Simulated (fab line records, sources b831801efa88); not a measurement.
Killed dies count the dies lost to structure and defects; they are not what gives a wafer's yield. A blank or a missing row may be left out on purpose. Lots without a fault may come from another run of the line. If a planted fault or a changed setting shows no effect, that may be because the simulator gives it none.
Chamber matching -- flow sfq-line -- rie-diel-03 running SFQ_TRILAYER_I7_VIA_ETCH_VIA_ETCH_190: 4 sister chambers
The step etches SiO2 in CHF3, stops on Nb, target depth 260 nm. 4 wafers are shown with their chamber, then 6 later ones without.

EACH WAFER AND ITS CHAMBER
wafer,chamber,drypump-motor-current-A (A)
L630.3,3,5.5
L630.4,1,5.9
L632.1,2,6.0
L632.6,0,6.2

WAFERS WITH NO CHAMBER GIVEN
wafer,drypump-motor-current-A (A)
L636.3,5.5
L636.5,6.2
L636.6,5.9
L638.1,5.9
L638.3,6.0
L638.5,6.1

EACH ONE'S CHAMBER
wafer,from the rows above,in truth
L636.3,3,3
L636.5,0,0
L636.6,1,1
L638.1,1,1
L638.3,2,2
L638.5,can't be placed: 2 or 0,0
Correctly placed: 5 of 6. Cannot be placed on the basis of these rows: 1; the candidates contain the true chamber in 1. Wrongly placed: 0.
How it was worked out, from the rows above alone: a wafer's distance from a chamber is the root of the sum, over the readings, of the square of ((its reading less the chamber's mean) divided by the reading's scatter). If the next closest chamber is less than 2 further off than the closest, the wafer can't be placed; otherwise it belongs to the closest. Each chamber's mean is taken over the wafers shown for it. The scatter: with one shown wafer a chamber, the root of the mean of the squares of how far each hidden wafer lies from its nearest shown one.
